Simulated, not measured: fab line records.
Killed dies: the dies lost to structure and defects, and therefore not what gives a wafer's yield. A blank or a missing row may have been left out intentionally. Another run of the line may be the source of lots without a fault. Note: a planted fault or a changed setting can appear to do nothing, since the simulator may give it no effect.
Which tool did it? + flow sky130 + 45 wafers from 15 lots sampled at 2 of the route's 708 steps

## WHAT EACH GAUGE READ, for each wafer
SKY_METAL1_OVL_MEAS_16.
| lot  | measured     | on         | METAL1_OVL (nm) |
|------|--------------|------------|-----------------|
| L847 | day 32 23:02 | overlay-01 | -7 -3 -2        |
| L848 | day 33 04:26 | overlay-01 | 10 11 3         |
| L849 | day 33 10:50 | overlay-02 | -1 4 -5         |
| L851 | day 35 13:23 | overlay-02 | 8 -2 0          |
| L852 | day 35 14:32 | overlay-01 | 6 8 0           |
| L853 | day 35 16:01 | overlay-02 | 4 4 -2          |
| L854 | day 35 18:26 | overlay-01 | 0 -8 8          |
| L855 | day 36 01:14 | overlay-02 | -6 0 0          |
| L858 | day 36 13:11 | overlay-02 | 6 3 4           |
| L857 | day 36 20:14 | overlay-02 | 1 -4 0          |
| L863 | day 39 02:07 | overlay-02 | 7 3 0           |
| L865 | day 39 13:50 | overlay-02 | 13 8 6          |
| L867 | day 40 01:53 | overlay-02 | 13 0 15         |
| L868 | day 40 02:13 | overlay-01 | -2 1 3          |
| L869 | day 40 21:25 | overlay-02 | -5 -2 0         |

SKY_VIA1_OVL_MEAS_13.
| lot  | measured     | on         | VIA1_OVL (nm) |
|------|--------------|------------|---------------|
| L847 | day 34 02:38 | overlay-01 | 10 -3 11      |
| L848 | day 34 08:40 | overlay-01 | -5 2 -2       |
| L849 | day 34 15:08 | overlay-02 | -3 -2 3       |
| L851 | day 36 17:17 | overlay-02 | -4 4 -5       |
| L852 | day 36 17:56 | overlay-01 | -10 -6 -12    |
| L853 | day 36 19:03 | overlay-02 | -3 0 1        |
| L854 | day 36 21:26 | overlay-01 | 0 -6 -1       |
| L855 | day 37 04:47 | overlay-02 | -13 -10 -16   |
| L858 | day 37 16:44 | overlay-01 | 6 -1 -7       |
| L857 | day 37 23:23 | overlay-01 | -1 1 -6       |
| L863 | day 40 03:49 | overlay-01 | -7 -7 -6      |
| L865 | day 40 15:27 | overlay-02 | -2 -2 -1      |
| L867 | day 41 03:38 | overlay-01 | 0 -2 -4       |
| L868 | day 41 03:58 | overlay-01 | -4 6 0        |
| L869 | day 41 23:19 | overlay-01 | -5 -6 -7      |

## WHICH TOOL RAN EACH LOT (tool, then ch and the chambers of the sampled wafers, then the start)
The record holds no process step before these readings.

## WHAT THE TOOLS THEMSELVES READ (means of the sampled wafers that have a number; where no wafer has one, the mark that the record gives instead)
The record holds no such reading with a usual standard deviation.

## THE ANSWER, worked out from the rows above alone
Rule: what is usual is taken from the lots themselves. Put in order of their means at a reading, lots are off if they are a third of the lots or fewer, leave a main group of 4 or more, and stand apart from it by a gap of 3 or more times the standard deviation of the main group's means; of several such gaps the widest counts. If all means in a main group match to the digits the tables above print for the reading, that group is not used. A lot without any number at a reading at which 4 lots or more have one is off too. Any other lot the step has rows for is counted as sound. After the gauges, taken in route order, come the tools' own readings; for these a lot's mean is taken, as printed above. At the first step where some lot is off, the reading lying furthest off is the one used; lots without a number count as furthest.
None of the lots is off at any reading shown; this tells nothing.

## WHAT THE SIMULATOR PUT IN
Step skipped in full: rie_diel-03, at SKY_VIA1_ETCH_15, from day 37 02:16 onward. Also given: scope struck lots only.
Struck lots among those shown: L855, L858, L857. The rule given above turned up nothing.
